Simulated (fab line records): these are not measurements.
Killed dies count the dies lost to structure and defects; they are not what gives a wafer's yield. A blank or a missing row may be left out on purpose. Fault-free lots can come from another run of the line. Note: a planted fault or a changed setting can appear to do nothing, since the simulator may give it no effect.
fab line records	flow gf180mcu
[record] lots = 15	wafers = 45	lastDay = 34
route steps=602 shown POLY_GATE@167 HV_LDD@222 NSD@244 SAB@273
lots with no fault: from the same line, run without faults
startH: start of the lot's first displayed wafer, in hours after the record's first day	waitH: hours from the lot's prior step to this one	" repeats the value in the row above	L1.1+2: a single row standing in for several wafers	- no value, or no start given	* or withheld: withheld	< > ~ a bound
route shown NAME@n: NAME is a module with steps in the file, n the number in the route of the first one	usual: mean/standard deviation of fault-free wafers	same: alike in all rows	chamber/n: place in a boat	sites: each site's reading	_std_site: how widely they spread, as a standard deviation	_edge_site: mean of outer sites minus mean of inner sites	radiusMm: for every site, how far away it sits from the centre of the wafer	mask NAME#n: copy n	behind: the tool/chamber that last shaped the wafer	hold: reason for holding the lot/hours on hold/outcome of the hold	device: the n, p or np transistor that did not switch	end of line: the tests these same wafers got at the end of their route	a step with no rows: only its recipe	killed: count of dies lost to structure and defects at first sort (not the wafer's yield)	map: the dies of a wafer, with x for killed, . for not killed, _ for no die there
set.NAME: the run value of the setting; set.NAME@STEP: its run value at that earlier step	model.NAME: the simulator's own value behind a step, which no gauge read
one table for each step of the route and one row for each wafer, over a sample of lots
services: the hour from which a tool's chamber was out of use, counted from the record's first day as startH (under 0 if before that day), plus the number of hours and why
[[steps]]
[step GF_POLY_GATE_CD_MEAS_10]
[recipe] targetCdNm = 280
[usual] cdNm = 280.5/0.91
lot.wafer	tool	chamber	startH	waitH	cdNm
L560.1	cdSem-01	-	190.86	0.1	279.8
L560.2	"	-	"	"	279.7
L560.4	"	-	"	"	280.4
L562.1	cdSem-02	-	209.36	0.1	280.3
L562.3	"	-	"	"	279.7
L562.4	"	-	"	"	280.1
L564.1	cdSem-01	-	221.72	0.1	281.3
L564.3	"	-	"	"	281.4
L564.6	"	-	"	"	279.8
L565.1	cdSem-01	-	232.96	0.1	280.1
L565.2	"	-	"	"	282.2
L565.5	"	-	"	"	282.5
L569.3	cdSem-01	-	259.06	0.1	279.3
L569.4	"	-	"	"	279.4
L569.6	"	-	"	"	279.6
L571.2	cdSem-02	-	275.58	0.1	280.2
L571.3	"	-	"	"	281.0
L571.5	"	-	"	"	281.0
L575.2	cdSem-02	-	304.94	0.1	280.1
L575.4	"	-	"	"	281.4
L575.6	"	-	"	"	282.0
L576.2	cdSem-01	-	307.31	0.1	279.4
L576.5	"	-	"	"	279.6
L576.6	"	-	"	"	280.7
L577.3	cdSem-01	-	317.95	0.1	279.8
L577.4	"	-	"	"	280.8
L577.6	"	-	"	"	279.8
L578.2	cdSem-02	-	330.83	0.1	280.1
L578.3	"	-	"	"	282.0
L578.5	"	-	"	"	279.4
L579.1	cdSem-01	-	335.86	0.1	278.3
L579.3	"	-	"	"	279.5
L579.4	"	-	"	"	279.0
L580.2	cdSem-02	-	338.43	0.1	280.9
L580.3	"	-	"	"	279.7
L580.4	"	-	"	"	280.0
L581.2	cdSem-02	-	348.06	0.1	280.8
L581.3	"	-	"	"	281.4
L581.5	"	-	"	"	281.1
L582.2	cdSem-01	-	356.78	0.1	281.7
L582.5	"	-	"	"	281.7
L582.6	"	-	"	"	281.8
L583.1	cdSem-01	-	366.02	0.1	279.2
L583.2	"	-	"	"	279.8
L583.6	"	-	"	"	279.1
[step GF_HV_LDD_CD_MEAS_46]
[recipe] targetCdNm = 400
[usual] cdNm = 400.6/1.8
lot.wafer	tool	chamber	startH	waitH	cdNm
L560.1	cdSem-02	-	265.12	0.1	400.2
L560.2	"	-	"	"	399.7
L560.4	"	-	"	"	397.4
L562.1	cdSem-02	-	285.62	0.1	400.9
L562.3	"	-	"	"	399.8
L562.4	"	-	"	"	398.0
L564.1	cdSem-01	-	301.62	0.1	400.9
L564.3	"	-	"	"	400.3
L564.6	"	-	"	"	399.6
L565.1	cdSem-01	-	315.19	0.1	400.3
L565.2	"	-	"	"	400.4
L565.5	"	-	"	"	401.1
L569.3	cdSem-02	-	345.20	0.1	399.8
L569.4	"	-	"	"	399.5
L569.6	"	-	"	"	401.6
L571.2	cdSem-02	-	363.98	0.1	400.4
L571.3	"	-	"	"	401.7
L571.5	"	-	"	"	398.6
L575.2	cdSem-01	-	395.08	0.1	403.5
L575.4	"	-	"	"	401.8
L575.6	"	-	"	"	402.8
L576.2	cdSem-02	-	397.51	0.1	398.8
L576.5	"	-	"	"	400.7
L576.6	"	-	"	"	398.1
L577.3	cdSem-02	-	408.98	0.1	403.4
L577.4	"	-	"	"	403.4
L577.6	"	-	"	"	403.6
L578.2	cdSem-01	-	423.79	0.1	400.5
L578.3	"	-	"	"	400.0
L578.5	"	-	"	"	400.8
L579.1	cdSem-01	-	429.39	0.1	401.7
L579.3	"	-	"	"	401.6
L579.4	"	-	"	"	400.4
L580.2	cdSem-01	-	431.51	0.1	397.3
L580.3	"	-	"	"	399.6
L580.4	"	-	"	"	396.4
L581.2	cdSem-02	-	443.29	0.1	399.4
L581.3	"	-	"	"	403.5
L581.5	"	-	"	"	400.9
L582.2	cdSem-01	-	451.58	0.1	400.1
L582.5	"	-	"	"	402.2
L582.6	"	-	"	"	402.5
L583.1	cdSem-01	-	461.08	0.2	401.3
L583.2	"	-	"	"	402.8
L583.6	"	-	"	"	402.6
[step GF_NSD_IMPLANT_09]
[recipe] species = As	energyKev = 60	doseCm2 = 4e+15	tiltDeg = 7
[usual] beamEnergyKeV = 59.999/0.017	beamOnS = 18.1/2.9	tiltDeg = 7.005/0.02
lot.wafer	tool	chamber	startH	waitH	beamEnergyKeV	beamOnS	tiltDeg
L560.1	implanter-03	0	289.32	0.0	59.996	23.5	6.979
L560.2	"	0	"	"	60.008	24.1	7.001
L560.4	"	0	"	"	59.987	23.5	6.996
L562.1	implanter-03	0	310.97	0.0	59.996	23.9	7.021
L562.3	"	0	"	"	59.960	23.6	6.998
L562.4	"	0	"	"	59.975	24.0	6.983
L564.1	implanter-01	0	325.45	0.0	60.017	15.2	6.997
L564.3	"	0	"	"	59.981	16.5	7.014
L564.6	"	0	"	"	60.005	16.2	6.997
L565.1	implanter-02	0	340.55	0.0	59.978	16.7	6.993
L565.2	"	0	"	"	60.000	16.6	6.995
L565.5	"	0	"	"	59.965	17.1	7.027
L569.3	implanter-02	0	370.50	0.1	60.006	17.0	7.031
L569.4	"	0	"	"	60.017	16.8	7.041
L569.6	"	0	"	"	60.002	16.8	7.016
L571.2	implanter-01	0	390.37	0.0	59.991	16.2	7.013
L571.3	"	0	"	"	60.023	15.9	7.024
L571.5	"	0	"	"	60.023	16.2	7.020
L575.2	implanter-01	0	421.34	0.0	60.002	15.9	7.036
L575.4	"	0	"	"	60.019	16.7	6.998
L575.6	"	0	"	"	60.039	16.1	7.039
L576.2	implanter-01	-	425.07	0.0	-	-	-
L576.5	"	-	"	"	-	-	-
L576.6	"	-	"	"	-	-	-
L577.3	implanter-03	-	436.17	0.1	-	-	-
L577.4	"	-	"	"	-	-	-
L577.6	"	-	"	"	-	-	-
L578.2	implanter-03	-	451.37	0.0	-	-	-
L578.3	"	-	"	"	-	-	-
L578.5	"	-	"	"	-	-	-
L579.1	implanter-02	0	456.76	0.0	59.977	17.6	6.998
L579.3	"	0	"	"	60.002	17.2	6.980
L579.4	"	0	"	"	60.005	17.1	7.011
L580.2	implanter-02	0	458.24	0.0	60.010	16.6	7.010
L580.3	"	0	"	"	60.019	17.5	7.038
L580.4	"	0	"	"	59.987	17.2	7.019
L581.2	implanter-02	0	471.22	0.0	59.973	16.8	6.957
L581.3	"	0	"	"	60.021	17.1	6.971
L581.5	"	0	"	"	59.960	17.1	6.985
L582.2	implanter-02	0	478.39	0.0	60.016	17.1	7.014
L582.5	"	0	"	"	60.015	16.9	7.008
L582.6	"	0	"	"	60.002	17.2	7.012
L583.1	implanter-02	0	488.12	0.0	60.021	17.1	6.988
L583.2	"	0	"	"	60.013	17.3	6.980
L583.6	"	0	"	"	60.028	17.2	6.995
[step GF_NSD_STRIP_11]
[recipe] chemistry = O2/N2	powerW = 1400	pressureMtorr = 1500	platenTempC = 250	o2FlowSccm = 3000	n2FlowSccm = 300	overashFraction = 0.5
[usual] drypumpMotorCurrentA = 6.03/0.29	heaterPowerW = 330/38	o2FlowSccm = 3002/10	oesProductAu = 0.487/0.0046	platenTempC = 249.99/0.18	stripTimeToEndpointS = 22.97/0.035
lot.wafer	tool	chamber	startH	waitH	drypumpMotorCurrentA	heaterPowerW	o2FlowSccm	oesProductAu	platenTempC	rfHoursCounterH	stripTimeToEndpointS
L560.1	plasmaAsher-04	1	289.62	0.1	6.08	293	2998	0.490	249.74	63	22.96
L560.2	"	0	"	"	6.21	318	3007	0.491	249.79	63	22.97
L560.4	"	1	"	"	6.09	299	2997	0.488	250.05	-	22.95
L562.1	plasmaAsher-01	1	311.27	0.1	5.60	382	2995	0.487	249.88	68	22.97
L562.3	"	1	"	"	5.63	388	2986	0.487	250.18	-	23.01
L562.4	"	0	"	"	6.49	369	2973	0.483	249.75	-	23.00
L564.1	plasmaAsher-03	0	325.75	0.1	5.99	294	3005	0.490	249.93	23	23.01
L564.3	"	0	"	"	6.01	291	3018	0.483	250.12	-	22.96
L564.6	"	1	"	"	5.72	320	2995	0.487	250.42	-	22.98
L565.1	plasmaAsher-04	0	340.85	0.1	6.19	313	2992	0.492	249.97	69	22.94
L565.2	"	1	"	"	6.08	299	2992	0.487	250.13	69	23.00
L565.5	"	0	"	"	6.19	320	2992	0.478	249.87	-	22.98
L569.3	plasmaAsher-04	0	370.78	0.1	6.19	319	3006	0.488	250.13	-	22.99
L569.4	"	1	"	"	6.07	289	3002	0.483	249.92	-	23.00
L569.6	"	0	"	"	6.20	318	2996	0.490	249.82	-	23.02
L571.2	plasmaAsher-03	1	390.65	0.1	5.70	321	3001	0.485	249.76	28	22.96
L571.3	"	0	"	"	6.03	290	3001	0.490	249.97	-	22.92
L571.5	"	0	"	"	6.00	289	3003	0.485	250.07	-	22.91
L575.2	plasmaAsher-03	1	421.62	0.1	5.70	321	2984	0.481	250.06	32	22.97
L575.4	"	1	"	"	5.69	317	2992	0.490	249.95	-	22.94
L575.6	"	0	"	"	5.98	286	3012	0.490	249.50	-	22.96
L576.2	plasmaAsher-01	1	425.35	0.1	5.62	372	3001	0.703	249.47	81	12.83
L576.5	"	0	"	"	6.47	389	2999	0.705	250.16	-	12.80
L576.6	"	1	"	"	5.58	383	2985	0.710	249.76	-	12.80
L577.3	plasmaAsher-04	0	436.45	0.1	6.19	308	2994	0.712	250.09	-	12.78
L577.4	"	1	"	"	6.08	295	2993	0.713	249.83	-	12.75
L577.6	"	0	"	"	6.19	310	3007	0.703	250.12	-	12.77
L578.2	plasmaAsher-01	0	451.65	0.1	6.44	387	3013	0.708	249.88	84	12.77
L578.3	"	1	"	"	5.64	380	3003	0.710	250.14	-	12.77
L578.5	"	1	"	"	5.53	378	2995	0.698	249.85	-	12.79
L579.1	plasmaAsher-04	1	457.06	0.1	6.08	299	2992	0.484	250.26	3	23.05
L579.3	"	1	"	"	6.08	291	3004	0.488	249.95	-	23.00
L579.4	"	0	"	"	6.18	307	2991	0.476	249.91	-	23.01
L580.2	plasmaAsher-01	1	458.52	0.1	5.57	378	3012	0.488	250.28	85	22.94
L580.3	"	0	"	"	6.47	385	3014	0.486	250.02	-	22.98
L580.4	"	1	"	"	5.62	380	3009	0.486	250.30	-	23.00
L581.2	plasmaAsher-03	0	471.49	0.1	5.96	297	3001	0.492	250.04	35	22.94
L581.3	"	0	"	"	5.97	289	2995	0.488	249.91	-	22.92
L581.5	"	0	"	"	5.97	294	2997	0.479	250.23	-	22.96
L582.2	plasmaAsher-03	0	478.66	0.1	6.01	290	3009	0.487	249.89	36	22.96
L582.5	"	0	"	"	5.99	287	3013	0.482	249.99	-	22.99
L582.6	"	1	"	"	5.70	324	2988	0.488	250.02	-	22.95
L583.1	plasmaAsher-04	1	488.42	0.1	6.12	296	3000	0.481	249.94	6	22.94
L583.2	"	0	"	"	6.19	308	3025	0.487	250.10	6	22.93
L583.6	"	1	"	"	6.11	295	3003	0.477	250.05	-	22.91
[step GF_NSD_TW_MEAS_12]
[usual] NSD_TW = 4234/51
lot.wafer	tool	chamber	startH	waitH	NSD_TW
L560.1	filmMetro-04	-	289.72	0.1	4236
L560.2	"	-	"	"	4232
L560.4	"	-	"	"	4218
L562.1	filmMetro-04	-	311.37	0.1	4222
L562.3	"	-	"	"	4224
L562.4	"	-	"	"	4233
L564.1	filmMetro-01	-	325.85	0.1	4207
L564.3	"	-	"	"	4200
L564.6	"	-	"	"	4198
L565.1	filmMetro-04	-	340.95	0.1	4210
L565.2	"	-	"	"	4193
L565.5	"	-	"	"	4201
L569.3	filmMetro-01	-	370.97	0.2	4179
L569.4	"	-	"	"	4211
L569.6	"	-	"	"	4191
L571.2	filmMetro-01	-	390.76	0.1	4177
L571.3	"	-	"	"	4185
L571.5	"	-	"	"	4165
L575.2	filmMetro-02	-	421.73	0.1	4298
L575.4	"	-	"	"	4323
L575.6	"	-	"	"	4312
L576.2	filmMetro-04	-	425.46	0.1	2966
L576.5	"	-	"	"	2989
L576.6	"	-	"	"	2992
L577.3	filmMetro-02	-	436.54	0.1	3032
L577.4	"	-	"	"	3042
L577.6	"	-	"	"	3063
L578.2	filmMetro-01	-	451.76	0.1	2988
L578.3	"	-	"	"	2984
L578.5	"	-	"	"	2980
L579.1	filmMetro-02	-	457.16	0.1	4285
L579.3	"	-	"	"	4328
L579.4	"	-	"	"	4323
L580.2	filmMetro-01	-	458.63	0.1	4191
L580.3	"	-	"	"	4178
L580.4	"	-	"	"	4201
L581.2	filmMetro-02	-	471.60	0.1	4319
L581.3	"	-	"	"	4322
L581.5	"	-	"	"	4289
L582.2	filmMetro-02	-	478.77	0.1	4303
L582.5	"	-	"	"	4280
L582.6	"	-	"	"	4286
L583.1	filmMetro-04	-	488.52	0.1	4220
L583.2	"	-	"	"	4212
L583.6	"	-	"	"	4194
[step GF_PSD_RS_MEAS_14]
[recipe] thkMeasGauge = four-point-probe
[usual] NSD_RS = 46.13/0.086
lot.wafer	tool	chamber	startH	waitH	NSD_RS[ohm/sq]
L560.1	filmMetro-01	-	311.02	0.1	46.12
L560.2	"	-	"	"	46.10
L560.4	"	-	"	"	46.13
L562.1	filmMetro-01	-	333.07	0.1	46.12
L562.3	"	-	"	"	46.09
L562.4	"	-	"	"	46.12
L564.1	filmMetro-02	-	348.32	0.1	46.17
L564.3	"	-	"	"	46.04
L564.6	"	-	"	"	46.09
L565.1	filmMetro-04	-	362.92	0.1	46.20
L565.2	"	-	"	"	46.14
L565.5	"	-	"	"	46.19
L569.3	filmMetro-01	-	393.35	0.1	46.17
L569.4	"	-	"	"	46.03
L569.6	"	-	"	"	46.08
L571.2	filmMetro-01	-	413.93	0.1	46.06
L571.3	"	-	"	"	46.07
L571.5	"	-	"	"	46.15
L575.2	filmMetro-02	-	445.73	0.1	46.09
L575.4	"	-	"	"	46.16
L575.6	"	-	"	"	46.18
L576.2	filmMetro-01	-	449.78	0.1	139.41
L576.5	"	-	"	"	139.21
L576.6	"	-	"	"	139.18
L577.3	filmMetro-02	-	461.30	0.1	138.11
L577.4	"	-	"	"	138.50
L577.6	"	-	"	"	137.89
L578.2	filmMetro-04	-	476.33	0.1	139.07
L578.3	"	-	"	"	138.84
L578.5	"	-	"	"	138.90
L579.1	filmMetro-01	-	481.62	0.1	46.00
L579.3	"	-	"	"	46.07
L579.4	"	-	"	"	46.18
L580.2	filmMetro-04	-	482.83	0.1	46.35
L580.3	"	-	"	"	46.34
L580.4	"	-	"	"	46.20
L581.2	filmMetro-02	-	496.18	0.1	46.31
L581.3	"	-	"	"	46.14
L581.5	"	-	"	"	46.22
L582.2	filmMetro-01	-	503.45	0.1	46.13
L582.5	"	-	"	"	46.13
L582.6	"	-	"	"	46.06
L583.1	filmMetro-04	-	513.46	0.1	46.19
L583.2	"	-	"	"	46.18
L583.6	"	-	"	"	46.10
[step GF_SAB_CD_MEAS_09]
[recipe] targetCdNm = 420
[usual] cdNm = 419.9/1.8
lot.wafer	tool	chamber	startH	waitH	cdNm
L560.1	cdSem-02	-	332.19	0.1	423.4
L560.2	"	-	"	"	422.7
L560.4	"	-	"	"	422.3
L562.1	cdSem-01	-	354.11	0.1	418.9
L562.3	"	-	"	"	419.1
L562.4	"	-	"	"	419.9
L564.1	cdSem-01	-	370.34	0.1	418.6
L564.3	"	-	"	"	416.3
L564.6	"	-	"	"	417.1
L565.1	cdSem-02	-	385.42	0.1	422.3
L565.2	"	-	"	"	421.2
L565.5	"	-	"	"	421.6
L569.3	cdSem-02	-	416.23	0.1	419.0
L569.4	"	-	"	"	419.4
L569.6	"	-	"	"	418.9
L571.2	cdSem-02	-	437.73	0.1	420.5
L571.3	"	-	"	"	419.2
L571.5	"	-	"	"	418.6
L575.2	cdSem-02	-	470.03	0.1	418.0
L575.4	"	-	"	"	417.8
L575.6	"	-	"	"	419.0
L579.1	cdSem-02	-	505.67	0.1	418.9
L579.3	"	-	"	"	420.7
L579.4	"	-	"	"	419.9
L580.2	cdSem-02	-	506.64	0.1	420.3
L580.3	"	-	"	"	419.1
L580.4	"	-	"	"	419.3
L581.2	cdSem-01	-	519.83	0.1	422.7
L581.3	"	-	"	"	421.1
L581.5	"	-	"	"	420.1
L582.2	cdSem-01	-	527.88	0.1	421.8
L582.5	"	-	"	"	423.1
L582.6	"	-	"	"	421.9
L583.1	cdSem-02	-	537.09	0.1	422.9
L583.2	"	-	"	"	421.4
L583.6	"	-	"	"	421.8
[[services]]
tool	chamber	startH	hours	kind
implanter-03	-	291.23	8.3	repair
implanter-02	-	295.16	1.1	repair
implanter-02	-	304.28	5.7	pm
implanter-03	-	305.57	3.8	repair
plasmaAsher-01	-	308.15	1.0	repair
implanter-02	-	312.41	0.6	repair
plasmaAsher-03	-	337.96	14.6	pm
implanter-03	-	341.72	2.8	repair
implanter-03	-	367.02	4.2	repair
implanter-01	-	384.72	4.7	pm
implanter-03	-	389.15	3.2	repair
implanter-01	-	400.87	3.0	pm
plasmaAsher-04	-	421.25	9.0	pm
plasmaAsher-04	0	421.25	9.0	ventCycle
plasmaAsher-04	1	421.25	9.0	ventCycle
implanter-03	-	425.58	2.6	pm
plasmaAsher-03	-	427.28	0.4	repair
plasmaAsher-04	-	445.30	1.2	repair
plasmaAsher-03	-	449.83	15.7	pm
implanter-03	-	456.40	5.4	pm
implanter-03	-	466.73	5.1	repair
implanter-01	-	476.87	17.8	repair
implanter-03	-	478.17	2.6	repair
plasmaAsher-01	-	485.54	8.7	repair
[[key]]
[firstSign] step = GF_NSD_IMPLANT_09	reading = toolRecord	direction = missing
[effect] step = GF_NSD_STRIP_11	reading = stripTimeToEndpointS	direction = down	sigmas = 99+	usual = *	struck = *
[effect] step = GF_NSD_TW_MEAS_12	reading = NSD_TW	direction = down	sigmas = 24	usual = 4234	struck = 3004
[effect] step = GF_PSD_RS_MEAS_14	reading = NSD_RS	direction = up	sigmas = 99+	usual = 46.13	struck = 138.79
metAt GF_NSD_IMPLANT_09
struckLots L576,L577,L578
laterRowsLeftOut L576.2,L576.5,L576.6,L577.3,L577.4,L577.6,L578.2,L578.3,L578.5
sortLeftOut L576.2,L576.5,L576.6,L577.3,L577.4,L577.6,L578.2,L578.3,L578.5
testerLeftOut L576,L577,L578
notActingAt GF_POLY_GATE_CD_MEAS_10,GF_HV_LDD_CD_MEAS_46,GF_SAB_CD_MEAS_09
onsetBetween 421.34 425.07
[fault] kind = skippedStepWhole	tool = implanter-01,implanter-03	chamber = -	onsetH = 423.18	steps = GF_NSD_IMPLANT_09	scope = struckLotsOnly
// testerLeftOut: of these lots the tester's yield and bins aren't shown, on N5 and GAA mostly nor the transistor test; their killed dies are dies lost to structure and defects alone, not to doping, threshold or leakage, so they don't give the yield
// sortLeftOut: the simulated sort isn't trusted on such a fault, so these wafers' sort isn't shown, and their yield isn't known
// laterRowsLeftOut: the simulator's readings of these wafers behind a module that went badly wrong aren't trusted and aren't shown, but for the sort
